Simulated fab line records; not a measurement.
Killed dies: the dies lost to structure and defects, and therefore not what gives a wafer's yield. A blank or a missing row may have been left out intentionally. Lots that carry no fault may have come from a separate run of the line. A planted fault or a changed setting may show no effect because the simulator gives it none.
Which tool was responsible?	flow gf180mcu	Sampling: 6 lots, 18 wafers, 3 of 602 route steps

== WHAT EACH GAUGE READ, for each wafer ==
GF_V5_OVL_MEAS_15.
lot	measured	on	V5_OVL (nm)
L303	day 28 20:32	overlay-02	9 7 10
L307	day 30 03:40	overlay-01	4 10 9
L310	day 30 17:23	overlay-02	1 -2 -1
L314	day 31 16:23	overlay-01	-10 -7 -7
L316	day 32 07:03	overlay-02	-15 -7 -9
L319	day 32 22:02	overlay-02	1 4 0

== EACH LOT AND THE TOOL THAT RAN IT (in order: tool; ch and the chambers of the sampled wafers; start) ==
lot	GF_MIM_SPUTTER_01	GF_MIM_CVD_05
L303	pvd_sputter-04, day 26 07:48	pecvd-02 ch 1,2, day 26 07:55
L307	pvd_sputter-03, day 27 15:28	pecvd-01 ch 1,2, day 27 15:35
L310	pvd_sputter-03, day 28 06:50	pecvd-01 ch 1,2, day 28 06:57
L314	pvd_sputter-04, day 29 07:22	pecvd-03 ch 0,1,2, day 29 07:29
L316	pvd_sputter-03, day 29 23:14	pecvd-03 ch 0,1,2, day 29 23:22
L319	pvd_sputter-02, day 30 17:14	pecvd-03 ch 0,1,2, day 30 17:22
- GF_MIM_SPUTTER_01: material TiN, target thk 30 nm, time 25 s.
- GF_MIM_CVD_05: deposits Si3N4, target thk 42 nm, time 29.086 s.

== THE ANSWER, worked out from the rows above alone ==
Rule: usual is defined by the lots themselves. Put in order of their means at a reading, lots are off if they are a third of the lots or fewer, leave a main group of 4 or more, and stand apart from it by a gap of 3 or more times the standard deviation of the main group's means; of several such gaps the widest counts. If all means in a main group match to the digits the tables above print for the reading, that group is not used. Also off: a lot with no number at a reading for which 4 or more lots have one. The other lots that the step has rows for count as sound.
None of the lots is off at any reading shown; this tells nothing.

== WHAT THE SIMULATOR HAD INSERTED ==
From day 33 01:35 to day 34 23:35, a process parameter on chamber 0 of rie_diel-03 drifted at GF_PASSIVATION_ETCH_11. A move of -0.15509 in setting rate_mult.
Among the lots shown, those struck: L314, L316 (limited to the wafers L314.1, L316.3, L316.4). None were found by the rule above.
